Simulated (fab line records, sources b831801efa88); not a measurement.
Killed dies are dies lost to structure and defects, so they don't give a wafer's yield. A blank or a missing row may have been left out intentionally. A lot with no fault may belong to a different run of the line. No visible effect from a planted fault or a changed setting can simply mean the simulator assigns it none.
fab line records	flow sky130	part 1 of 2: steps 1 to 25 of 34
[record] lots = 5	wafers = 15	lastDay = 50
route steps=708 shown CAPM@540 METAL3@555 VIA3@573
lots untouched by any fault: they come from a run of this same line in which no faults occurred
startH: start of the lot's first displayed wafer, in hours after the record's first day	waitH: time in hours since the lot's previous step	" repeats the value in the row above	L1.1+2: one row covering several wafers at once	- no value, or no start given	* or withheld: withheld	< > ~ a bound
route shown NAME@n: a module of which the file shows steps, and the number in the route of the first	usual: average and standard deviation across the fault-free wafers	same: alike in all rows	chamber/n: place in a boat	sites: readings site by site	_std_site: their standard deviation	_edge_site: outer sites' mean less inner sites'	radiusMm: how far each site lies from the wafer's centre	mask NAME#n: copy n	behind: the last tool/chamber to shape the wafer	hold: why the lot went on hold/how many hours it stayed there/how the hold came to an end	device: whichever transistor did not switch (one of n, p or np)	end of line: at the end of the route, the tests of the same wafers	a step given without rows: its recipe and nothing more	killed: not the wafer's yield, but the dies lost to structure and defects at the first sort	map: a wafer's dies, marking killed ones x, the rest . and places with no die _
set.NAME: the setting that was run; set.NAME@STEP: the one run at that earlier step	model.NAME: the simulator's own value behind a step, which no gauge read
lots at some steps of the route; a table a step, a row a wafer
services: the hour from which a tool's chamber was out of use, counted from the record's first day as startH (under 0 if before that day), plus the number of hours and why
[[steps]]
[step SKY_CAPM_RS_MEAS_03]
[recipe] thkMeasGauge = four-point-probe	reads = TiN_of_CAPM_SPUTTER_02
[usual] CAPM_TIN_RS = 6.92/0.067
lot.wafer	tool	chamber	startH	waitH	CAPM_TIN_RS[ohm/sq]
L080.1	filmMetro-01	-	894.55	0.1	7.03
L080.2	"	-	"	"	7.13
L080.6	"	-	"	"	7.02
L093.1	filmMetro-01	-	984.33	0.1	6.79
L093.3	"	-	"	"	6.86
L093.6	"	-	"	"	6.86
L092.1	filmMetro-02	-	984.44	0.1	6.91
L092.5	"	-	"	"	7.02
L092.6	"	-	"	"	6.99
L096.3	filmMetro-04	-	1005.35	0.1	6.89
L096.5	"	-	"	"	6.90
L096.6	"	-	"	"	6.90
L097.1	filmMetro-04	-	1010.29	0.1	6.88
L097.2	"	-	"	"	6.90
L097.6	"	-	"	"	6.91
[step SKY_CAPM_THK_MEAS_04]
[recipe] thkMeasGauge = xrf	reads = TiN_of_CAPM_SPUTTER_02
[usual] CAPM_TIN_THK = 198.1/2.2
lot.wafer	tool	chamber	startH	waitH	CAPM_TIN_THK[nm]
L080.1	filmMetro-01	-	894.67	0.1	196.6
L080.2	"	-	"	"	193.2
L080.6	"	-	"	"	196.1
L093.1	filmMetro-01	-	984.45	0.1	201.5
L093.3	"	-	"	"	200.0
L093.6	"	-	"	"	200.2
L092.1	filmMetro-02	-	984.56	0.1	196.0
L092.5	"	-	"	"	194.1
L092.6	"	-	"	"	195.5
L096.3	filmMetro-04	-	1005.45	0.1	198.7
L096.5	"	-	"	"	199.2
L096.6	"	-	"	"	198.9
L097.1	filmMetro-04	-	1010.41	0.1	199.1
L097.2	"	-	"	"	198.8
L097.6	"	-	"	"	199.2
[step SKY_CAPM_DEHYDRATE_05]
[recipe] tempC = 200	timeS = 60
[usual] resistLineTempC = 22.99/0.11
lot.wafer	tool	chamber	startH	waitH	resistLineTempC
L080.1	lithoTrack-02	0	906.55	11.9	22.81
L080.2	"	0	"	"	22.75
L080.6	"	0	"	"	22.93
L093.1	lithoTrack-04	0	995.00	10.5	22.86
L093.3	"	0	"	"	22.82
L093.6	"	0	"	"	22.97
L092.1	lithoTrack-01	0	995.03	10.5	22.99
L092.5	"	0	"	"	23.10
L092.6	"	0	"	"	23.13
L096.3	lithoTrack-01	0	1015.78	10.3	22.93
L096.5	"	0	"	"	22.93
L096.6	"	0	"	"	22.91
L097.1	lithoTrack-02	0	1020.95	10.5	22.89
L097.2	"	0	"	"	22.98
L097.6	"	0	"	"	22.82
[step SKY_CAPM_HMDS_06]
[recipe] primeTimeS = 60	primeTempC = 120
[usual] resistLineTempC = 22.99/0.11
lot.wafer	tool	chamber	startH	waitH	resistLineTempC
L080.1	lithoTrack-02	0	906.70	0.1	22.80
L080.2	"	0	"	"	22.81
L080.6	"	0	"	"	22.87
L093.1	lithoTrack-04	0	995.15	0.1	22.88
L093.3	"	0	"	"	22.91
L093.6	"	0	"	"	23.03
L092.1	lithoTrack-01	0	995.18	0.1	23.14
L092.5	"	0	"	"	23.05
L092.6	"	0	"	"	23.13
L096.3	lithoTrack-01	0	1015.93	0.1	23.11
L096.5	"	0	"	"	22.99
L096.6	"	0	"	"	23.10
L097.1	lithoTrack-02	0	1021.10	0.1	23.02
L097.2	"	0	"	"	23.20
L097.6	"	0	"	"	22.93
[step SKY_CAPM_COAT_07]
[recipe] resist = NOVOLAK	spinRpm = 3000	resistThkNm = 1140
[usual] dispensePressureKPa = 50.9/1.2	resistLineTempC = 22.98/0.095
lot.wafer	tool	chamber	startH	waitH	dispensePressureKPa	resistLineTempC
L080.1	lithoTrack-02	0	906.85	0.1	50.8	23.19
L080.2	"	0	"	"	50.8	23.00
L080.6	"	0	"	"	50.8	23.09
L093.1	lithoTrack-04	0	995.30	0.1	52.4	23.08
L093.3	"	0	"	"	52.4	22.94
L093.6	"	0	"	"	52.4	22.95
L092.1	lithoTrack-01	0	995.33	0.1	49.2	22.95
L092.5	"	0	"	"	49.2	22.97
L092.6	"	0	"	"	49.2	23.03
L096.3	lithoTrack-01	0	1016.08	0.1	49.3	22.85
L096.5	"	0	"	"	49.2	22.95
L096.6	"	0	"	"	49.2	23.11
L097.1	lithoTrack-02	0	1021.25	0.1	50.8	22.92
L097.2	"	0	"	"	50.8	23.09
L097.6	"	0	"	"	50.8	22.95
[step SKY_CAPM_SOFTBAKE_08]
[recipe] tempC = 90	timeS = 60	resist = NOVOLAK
[usual] resistLineTempC = 23.00/0.11
lot.wafer	tool	chamber	startH	waitH	resistLineTempC
L080.1	lithoTrack-02	0	907.00	0.1	23.03
L080.2	"	0	"	"	22.97
L080.6	"	0	"	"	23.06
L093.1	lithoTrack-04	0	995.45	0.1	23.11
L093.3	"	0	"	"	23.21
L093.6	"	0	"	"	22.96
L092.1	lithoTrack-01	0	995.48	0.1	23.15
L092.5	"	0	"	"	23.03
L092.6	"	0	"	"	23.24
L096.3	lithoTrack-01	0	1016.23	0.1	23.07
L096.5	"	0	"	"	23.03
L096.6	"	0	"	"	23.07
L097.1	lithoTrack-02	0	1021.40	0.1	22.98
L097.2	"	0	"	"	22.99
L097.6	"	0	"	"	23.09
[step SKY_CAPM_EXPOSE_09]
[recipe] maskId = CAPM	na = 0.6	sourceShape = conventional	sigmaOuter = 0.6	polarization = unpolarized	targetCdNm = 1000	doseMj = 159
[usual] stageVelMmS = 500.02/0.26
lot.wafer	tool	chamber	startH	waitH	mask	stageVelMmS
L080.1	ilineStepper-02	0	-	-	CAPM#0	499.69
L080.2	"	0	"	"	CAPM#0	499.73
L080.6	"	0	"	"	CAPM#0	499.99
L093.1	ilineStepper-02	0	-	-	CAPM#0	499.93
L093.3	"	0	"	"	CAPM#0	499.53
L093.6	"	0	"	"	CAPM#0	499.90
L092.1	ilineStepper-01	0	-	-	CAPM#0	500.26
L092.5	"	0	"	"	CAPM#0	499.82
L092.6	"	0	"	"	CAPM#0	500.14
L096.3	ilineStepper-02	0	-	-	CAPM#0	500.09
L096.5	"	0	"	"	CAPM#0	499.91
L096.6	"	0	"	"	CAPM#0	499.87
L097.1	ilineStepper-01	0	-	-	CAPM#0	499.99
L097.2	"	0	"	"	CAPM#0	499.93
L097.6	"	0	"	"	CAPM#0	500.44
[step SKY_CAPM_PEB_10]
[recipe] tempC = withheld	timeS = *	resist = NOVOLAK
[usual] resistLineTempC = *
lot.wafer	tool	chamber	startH	waitH	resistLineTempC
L080.1	lithoTrack-01	0	-	-	*
L080.2	"	0	"	"	*
L080.6	"	0	"	"	*
L093.1	lithoTrack-01	0	-	-	*
L093.3	"	0	"	"	*
L093.6	"	0	"	"	*
L092.1	lithoTrack-01	0	-	-	*
L092.5	"	0	"	"	*
L092.6	"	0	"	"	*
L096.3	lithoTrack-01	0	-	-	*
L096.5	"	0	"	"	*
L096.6	"	0	"	"	*
L097.1	lithoTrack-02	0	-	-	*
L097.2	"	0	"	"	*
L097.6	"	0	"	"	*
[step SKY_CAPM_DEVELOP_11]
[recipe] resist = NOVOLAK	developer = TMAH	developTimeS = 60	devTempC = 23
[usual] resistLineTempC = 23.01/0.1
lot.wafer	tool	chamber	startH	waitH	resistLineTempC
L080.1	lithoTrack-01	0	918.88	0.1	23.08
L080.2	"	0	"	"	23.14
L080.6	"	0	"	"	23.18
L093.1	lithoTrack-01	0	1007.23	0.1	22.96
L093.3	"	0	"	"	23.14
L093.6	"	0	"	"	22.94
L092.1	lithoTrack-01	0	1007.53	0.1	22.93
L092.5	"	0	"	"	22.90
L092.6	"	0	"	"	22.97
L096.3	lithoTrack-01	0	1027.58	0.1	22.87
L096.5	"	0	"	"	22.90
L096.6	"	0	"	"	23.02
L097.1	lithoTrack-02	0	1033.10	0.1	22.91
L097.2	"	0	"	"	22.86
L097.6	"	0	"	"	22.92
[step SKY_CAPM_OVL_MEAS_12]
[usual] CAPM_OVL = -1.0/1.6
lot.wafer	tool	chamber	startH	waitH	CAPM_OVL[nm]
L080.1	overlay-01	-	919.03	0.1	-0.7
L080.2	"	-	"	"	-2.2
L080.6	"	-	"	"	-1.3
L093.1	overlay-02	-	1007.38	0.1	0.3
L093.3	"	-	"	"	-0.3
L093.6	"	-	"	"	-0.5
L092.1	overlay-01	-	1007.68	0.1	-1.5
L092.5	"	-	"	"	-2.0
L092.6	"	-	"	"	0.1
L096.3	overlay-01	-	1027.69	0.1	-2.5
L096.5	"	-	"	"	-4.1
L096.6	"	-	"	"	-6.3
L097.1	overlay-01	-	1033.25	0.1	-1.0
L097.2	"	-	"	"	-0.4
L097.6	"	-	"	"	-4.1
[step SKY_CAPM_METAL_ETCH_13]
[recipe] targetDepthNm = 220	stopOn = SiO2	chemistry = Cl2/BCl3	target = TiN	pressureMtorr = 10	icpW = 900	biasW = 48.5	Cl2_flow_sccm = 60	bcl3FlowSccm = 30	timeS = 62.9
[usual] bcl3FlowSccm = 30.00/0.092	drypumpMotorCurrentA = 5.5/0.31	oesProductAu = 0.940/0.0064	throttleValvePct = 21.902/0.0095
lot.wafer	tool	chamber	startH	waitH	bcl3FlowSccm	drypumpMotorCurrentA	oesProductAu	rfHoursCounterH	throttleValvePct
L080.1	rieMetal-04	0	919.07	0.0	29.94	4.8	0.938	0	21.910
L080.2	"	0	"	"	29.90	4.9	0.920	-	21.909
L080.6	"	0	"	"	29.93	4.9	0.938	-	21.913
L093.1	rieMetal-03	0	1007.42	0.0	29.92	5.6	0.945	12	21.918
L093.3	"	0	"	"	30.04	5.6	0.943	-	21.885
L093.6	"	1	"	"	29.84	5.8	0.946	-	21.885
L092.1	rieMetal-04	0	1007.72	0.0	29.96	4.9	0.941	5	21.899
L092.5	"	1	"	"	30.11	5.7	0.936	-	21.908
L092.6	"	0	"	"	29.99	4.8	0.931	-	21.900
L096.3	rieMetal-04	1	1027.75	0.1	29.97	5.7	0.938	-	21.887
L096.5	"	1	"	"	29.97	5.7	0.950	-	21.916
L096.6	"	0	"	"	29.90	4.9	0.942	-	21.882
L097.1	rieMetal-03	1	1033.29	0.0	29.93	5.7	0.938	15	21.917
L097.2	"	0	"	"	30.11	5.6	0.941	14	21.899
L097.6	"	0	"	"	30.07	5.6	0.940	-	21.923
[step SKY_CAPM_STRIP_14]
[recipe] chemistry = O2/N2	powerW = 1400	pressureMtorr = 1500	platenTempC = withheld	o2FlowSccm = 3000	n2FlowSccm = 300	overashFraction = 0.5
[usual] drypumpMotorCurrentA = 5.9/0.39	oesProductAu = 0.710/0.0049	stripTimeToEndpointS = 12.68/0.033
lot.wafer	tool	chamber	startH	waitH	drypumpMotorCurrentA	oesProductAu	rfHoursCounterH	stripTimeToEndpointS
L080.1	plasmaAsher-01	0	919.22	0.1	5.2	0.712	18	12.68
L080.2	"	1	"	"	6.1	0.718	18	12.66
L080.6	"	1	"	"	6.1	0.721	-	12.66
L093.1	plasmaAsher-02	0	1007.49	0.1	5.9	0.708	86	12.69
L093.3	"	0	"	"	6.0	0.711	-	12.72
L093.6	"	0	"	"	5.9	0.710	-	12.67
L092.1	plasmaAsher-04	1	1007.79	0.1	6.3	0.709	57	12.71
L092.5	"	1	"	"	6.3	0.711	-	12.69
L092.6	"	0	"	"	5.9	0.713	-	12.70
L096.3	plasmaAsher-04	1	1027.85	0.1	6.3	0.710	-	12.70
L096.5	"	0	"	"	5.9	0.722	-	12.69
L096.6	"	1	"	"	6.3	0.714	-	12.70
L097.1	plasmaAsher-02	0	1033.36	0.1	6.0	0.705	89	12.64
L097.2	"	1	"	"	6.2	0.703	89	12.64
L097.6	"	0	"	"	6.0	0.711	-	12.67
[step SKY_CAPM_STRIP_15]
[recipe] chemistry = postEtchResidueRemover	timeS = 1200	tempC = 72.5
lot.wafer	tool	chamber	startH	waitH
L080.1+2+6	wetBench-02	2	919.32	0.1
L093.1+3+6	wetBench-01	2	1007.59	0.1
L092.1+5+6	wetBench-04	0	1007.89	0.1
L096.3+5+6	wetBench-01	2	1027.92	0.0
L097.1+2+6	wetBench-02	3	1033.46	0.1
[step SKY_CAPM_CLEAN_16]
[recipe] chemistry = IPA	timeS = 180	tempC = 25
lot.wafer	tool	chamber	startH	waitH
L080.1+2+6	wetBench-04	3	919.73	0.0
L093.1+3+6	wetBench-02	3	1007.93	0.0
L092.1+5+6	wetBench-01	1	1008.27	0.0
L096.3+5+6	wetBench-02	3	1028.26	0.0
L097.1+2+6	wetBench-04	2	1034.21	0.0
[step SKY_CAPM_CLEAN_17]
[recipe] chemistry = O3/DIW	dry = n2Spin
lot.wafer	tool	chamber	startH	waitH
L080.1+2+6	wetBench-02	2	919.79	0.0
L093.1+3+6	wetBench-01	0	1007.99	0.0
L092.1+5+6	wetBench-01	1	1008.32	0.0
L096.3+5+6	wetBench-04	0	1028.32	0.0
L097.1+2+6	wetBench-04	1	1034.27	0.0
[step SKY_METAL3_DEHYDRATE_05]
[recipe] tempC = 200	timeS = 60
[usual] resistLineTempC = 23.01/0.096
lot.wafer	tool	chamber	startH	waitH	resistLineTempC
L080.1	lithoTrack-03	0	931.87	12.0	23.04
L080.2	"	0	"	"	23.18
L080.6	"	0	"	"	22.99
L093.1	lithoTrack-03	0	1018.52	10.4	23.12
L093.3	"	0	"	"	22.92
L093.6	"	0	"	"	23.16
L092.1	lithoTrack-03	0	1019.32	10.9	22.87
L092.5	"	0	"	"	23.00
L092.6	"	0	"	"	22.77
L096.3	lithoTrack-01	0	1038.53	10.1	23.16
L096.5	"	0	"	"	22.88
L096.6	"	0	"	"	23.11
L097.1	lithoTrack-04	0	1044.45	10.1	22.89
L097.2	"	0	"	"	23.11
L097.6	"	0	"	"	23.05
[step SKY_METAL3_HMDS_06]
[recipe] primeTimeS = 60	primeTempC = 120
[usual] resistLineTempC = 23.02/0.1
lot.wafer	tool	chamber	startH	waitH	resistLineTempC
L080.1	lithoTrack-03	0	932.02	0.1	23.03
L080.2	"	0	"	"	22.96
L080.6	"	0	"	"	22.84
L093.1	lithoTrack-03	0	1018.67	0.1	22.84
L093.3	"	0	"	"	22.89
L093.6	"	0	"	"	23.03
L092.1	lithoTrack-03	0	1019.47	0.1	23.08
L092.5	"	0	"	"	23.01
L092.6	"	0	"	"	23.05
L096.3	lithoTrack-01	0	1038.68	0.1	23.01
L096.5	"	0	"	"	23.29
L096.6	"	0	"	"	23.17
L097.1	lithoTrack-04	0	1044.60	0.1	22.98
L097.2	"	0	"	"	23.11
L097.6	"	0	"	"	22.99
[step SKY_METAL3_COAT_07]
[recipe] resist = BARC	tempC = withheld	timeS = withheld	spinRpm = 3000	resistThkNm = 60
[usual] dispensePressureKPa = 50.3/1.2	resistLineTempC = *
lot.wafer	tool	chamber	startH	waitH	dispensePressureKPa	resistLineTempC
L080.1	lithoTrack-03	0	932.17	0.1	49.9	*
L080.2	"	0	"	"	49.9	*
L080.6	"	0	"	"	49.9	*
L093.1	lithoTrack-03	0	1018.82	0.1	49.9	*
L093.3	"	0	"	"	49.8	*
L093.6	"	0	"	"	49.9	*
L092.1	lithoTrack-03	0	1019.62	0.1	49.9	*
L092.5	"	0	"	"	49.9	*
L092.6	"	0	"	"	49.8	*
L096.3	lithoTrack-01	0	1038.83	0.1	49.3	*
L096.5	"	0	"	"	49.3	*
L096.6	"	0	"	"	49.3	*
L097.1	lithoTrack-04	0	1044.75	0.1	52.3	*
L097.2	"	0	"	"	52.4	*
L097.6	"	0	"	"	52.3	*
[step SKY_METAL3_COAT_08]
[recipe] resist = KrF-thick	spinRpm = 3000	resistThkNm = 1140
[usual] dispensePressureKPa = 50.3/1.3	resistLineTempC = 22.98/0.1
lot.wafer	tool	chamber	startH	waitH	dispensePressureKPa	resistLineTempC
L080.1	lithoTrack-03	0	-	-	49.9	22.96
L080.2	"	0	"	"	49.9	23.14
L080.6	"	0	"	"	49.8	22.98
L093.1	lithoTrack-03	0	-	-	49.8	22.90
L093.3	"	0	"	"	49.8	22.84
L093.6	"	0	"	"	49.8	23.02
L092.1	lithoTrack-03	0	-	-	49.8	22.95
L092.5	"	0	"	"	49.8	23.05
L092.6	"	0	"	"	49.8	23.12
L096.3	lithoTrack-01	0	-	-	49.2	22.93
L096.5	"	0	"	"	49.3	23.01
L096.6	"	0	"	"	49.2	22.97
L097.1	lithoTrack-04	0	-	-	52.4	22.90
L097.2	"	0	"	"	52.5	22.86
L097.6	"	0	"	"	52.4	22.91
[step SKY_METAL3_SOFTBAKE_09]
[recipe] tempC = 100	timeS = 90	resist = KrF-thick
[usual] resistLineTempC = 23.00/0.098
lot.wafer	tool	chamber	startH	waitH	resistLineTempC
L080.1	lithoTrack-03	0	-	-	23.12
L080.2	"	0	"	"	22.99
L080.6	"	0	"	"	23.00
L093.1	lithoTrack-03	0	-	-	23.24
L093.3	"	0	"	"	22.97
L093.6	"	0	"	"	23.05
L092.1	lithoTrack-03	0	-	-	22.82
L092.5	"	0	"	"	23.11
L092.6	"	0	"	"	23.08
L096.3	lithoTrack-01	0	-	-	23.12
L096.5	"	0	"	"	23.05
L096.6	"	0	"	"	23.03
L097.1	lithoTrack-04	0	-	-	23.13
L097.2	"	0	"	"	23.12
L097.6	"	0	"	"	22.85
[step SKY_METAL3_EXPOSE_10]
[recipe] maskId = MM3	na = 0.68	sourceShape = annular	sigmaInner = 0.4	sigmaOuter = 0.8	targetCdNm = 300	doseMj = 28
[usual] stageVelMmS = 500.03/0.26
lot.wafer	tool	chamber	startH	waitH	mask	stageVelMmS
L080.1	krfScanner-01	0	-	-	MM3#0	499.83
L080.2	"	0	"	"	MM3#0	500.02
L080.6	"	0	"	"	MM3#0	499.73
L093.1	krfScanner-01	0	-	-	MM3#0	499.89
L093.3	"	0	"	"	MM3#0	500.54
L093.6	"	0	"	"	MM3#0	500.02
L092.1	krfScanner-01	0	-	-	MM3#0	499.91
L092.5	"	0	"	"	MM3#0	499.94
L092.6	"	0	"	"	MM3#0	499.65
L096.3	krfScanner-01	0	-	-	MM3#0	500.13
L096.5	"	0	"	"	MM3#0	500.07
L096.6	"	0	"	"	MM3#0	500.39
L097.1	krfScanner-02	0	-	-	MM3#0	500.13
L097.2	"	0	"	"	MM3#0	500.25
L097.6	"	0	"	"	MM3#0	500.16
[step SKY_METAL3_PEB_11]
[recipe] pebTempC = withheld	pebTimeS = withheld	resist = KrF-thick
[usual] resistLineTempC = *
lot.wafer	tool	chamber	startH	waitH	resistLineTempC
L080.1	lithoTrack-03	0	-	-	*
L080.2	"	0	"	"	*
L080.6	"	0	"	"	*
L093.1	lithoTrack-04	0	-	-	*
L093.3	"	0	"	"	*
L093.6	"	0	"	"	*
L092.1	lithoTrack-03	0	-	-	*
L092.5	"	0	"	"	*
L092.6	"	0	"	"	*
L096.3	lithoTrack-03	0	-	-	*
L096.5	"	0	"	"	*
L096.6	"	0	"	"	*
L097.1	lithoTrack-04	0	-	-	*
L097.2	"	0	"	"	*
L097.6	"	0	"	"	*
[step SKY_METAL3_DEVELOP_12]
[recipe] developTimeS = 60	resist = KrF-thick	devTempC = 21
[usual] resistLineTempC = 23.01/0.1
lot.wafer	tool	chamber	startH	waitH	resistLineTempC
L080.1	lithoTrack-03	0	-	-	23.03
L080.2	"	0	"	"	23.05
L080.6	"	0	"	"	23.02
L093.1	lithoTrack-04	0	-	-	23.13
L093.3	"	0	"	"	23.12
L093.6	"	0	"	"	23.04
L092.1	lithoTrack-03	0	-	-	23.07
L092.5	"	0	"	"	22.87
L092.6	"	0	"	"	23.00
L096.3	lithoTrack-03	0	-	-	22.84
L096.5	"	0	"	"	22.76
L096.6	"	0	"	"	23.05
L097.1	lithoTrack-04	0	-	-	23.04
L097.2	"	0	"	"	23.02
L097.6	"	0	"	"	22.99
[step SKY_METAL3_CD_MEAS_13]
[recipe] targetCdNm = 300
[usual] cdNm = 300.4/1.5
lot.wafer	tool	chamber	startH	waitH	cdNm
L080.1	cdSem-02	-	944.52	-	299.6
L080.2	"	-	"	"	300.5
L080.6	"	-	"	"	300.4
L093.1	cdSem-01	-	1030.60	-	299.9
L093.3	"	-	"	"	299.2
L093.6	"	-	"	"	299.7
L092.1	cdSem-01	-	1031.02	-	301.6
L092.5	"	-	"	"	301.3
L092.6	"	-	"	"	299.5
L096.3	cdSem-01	-	1052.46	-	301.7
L096.5	"	-	"	"	301.3
L096.6	"	-	"	"	301.5
L097.1	cdSem-01	-	1056.40	-	299.3
L097.2	"	-	"	"	299.1
L097.6	"	-	"	"	299.0
[step SKY_METAL3_OVL_MEAS_14]
[usual] METAL3_OVL = 2/5.2
lot.wafer	tool	chamber	startH	waitH	METAL3_OVL[nm]
L080.1	overlay-02	-	944.64	0.1	4
L080.2	"	-	"	"	1
L080.6	"	-	"	"	3
L093.1	overlay-02	-	1030.72	0.1	4
L093.3	"	-	"	"	0
L093.6	"	-	"	"	3
L092.1	overlay-01	-	1031.14	0.1	-9
L092.5	"	-	"	"	-13
L092.6	"	-	"	"	-4
L096.3	overlay-02	-	1052.56	0.1	9
L096.5	"	-	"	"	10
L096.6	"	-	"	"	-1
L097.1	overlay-02	-	1056.52	0.1	12
L097.2	"	-	"	"	-1
L097.6	"	-	"	"	1
